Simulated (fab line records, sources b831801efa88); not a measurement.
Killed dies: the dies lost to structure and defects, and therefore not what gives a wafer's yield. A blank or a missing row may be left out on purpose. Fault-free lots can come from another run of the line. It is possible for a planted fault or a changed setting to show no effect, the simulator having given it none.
2 desks, one fault | flow sky130 | what lay behind the numbers comes last; until then each desk has only its own

DESK OF THE TOOL OWNER: rie metal-03
The tool's own readings at SKY_CAP2M_METAL_ETCH_13 (etches TiN in Cl2/BCl3, stops on SiO2, target depth 220 nm, time 62.9 s): means of the sampled wafers that have a number, for each lot that ran on this tool. A lot is out of limits, marked OUT, if its mean lies more than 4 standard deviations from the usual mean; the brackets give that distance.
Columns: A = drypump motor current A at SKY_CAP2M_METAL_ETCH_13, usual 5.7 A; B = oes product au at SKY_CAP2M_METAL_ETCH_13, usual 0.940 a.u.; C = rf fwd power W at SKY_CAP2M_METAL_ETCH_13, usual 893 W; D = throttle valve pct at SKY_CAP2M_METAL_ETCH_13, usual 21.902 %
lot  | first seen here | A   | B     | C             | D
L528 | day 42 01:55    | 6.1 | 0.939 | 898           | 21.904
L533 | day 43 16:05    | 5.4 | 0.939 | 894           | 21.900
L534 | day 44 02:13    | 5.7 | 0.936 | 894           | 21.903
L537 | day 44 17:59    | 5.7 | 0.933 | 900           | 21.904
L544 | day 46 17:41    | 5.7 | 0.929 | 845 (-14) OUT | 21.909
L545 | day 46 19:31    | 5.7 | 0.924 | 849 (-12) OUT | 21.908
This desk finds L544, L545 out of limits, L544 being first, at day 46 17:41 (rf fwd power W at SKY_CAP2M_METAL_ETCH_13). L528, L533, L534, L537: within limits.

FROM THE METROLOGY DESK
Lot by lot, what the gauges showed, no matter which tool ran the lot: averages of those sampled wafers that carry a number. A lot is out of limits, marked OUT, if its mean lies more than 4 standard deviations from the usual mean; the brackets give that distance.
Columns: A = VIA2_W_RS at SKY_VIA2_RS_MEAS_22, usual 0.273 ohm/sq; B = VIA2_W_THK at SKY_VIA2_THK_MEAS_23, usual 414 nm
lot  | first seen here | A     | B
L525 | day 36 19:08    | 0.276 | 405
L528 | day 37 19:19    | 0.272 | 406
L530 | day 38 16:07    | 0.275 | 407
L531 | day 38 21:11    | 0.274 | 410
L533 | day 39 11:37    | 0.268 | 409
L534 | day 39 22:47    | 0.275 | 429
L536 | day 40 08:20    | 0.271 | 427
L537 | day 40 15:03    | 0.277 | 403
L544 | day 42 22:00    | 0.270 | 408
L545 | day 43 01:35    | 0.273 | 418
L546 | day 43 07:56    | 0.271 | 432
Result from this desk: across the 11 lots, nothing is out of limits.

ALL TOGETHER
At day 46 17:41, on L544, L545, the tool owner's desk was in a position to raise an alarm.
Nothing out of limits was seen by the metrology desk.
The metrology desk has L544, L545 on record, within its limits.
The lots listed all ran SKY_CAP2M_METAL_ETCH_13 on rie metal-03.

WHAT THE SIMULATOR HAD INSERTED
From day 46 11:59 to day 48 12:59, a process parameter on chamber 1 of rie metal-03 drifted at SKY_CAP2M_METAL_ETCH_13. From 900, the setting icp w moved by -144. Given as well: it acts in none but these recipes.
Struck lots among those shown: L544, L545.
Hours from the fault's start to each desk's first reading out of limits: the tool owner's desk, 6.
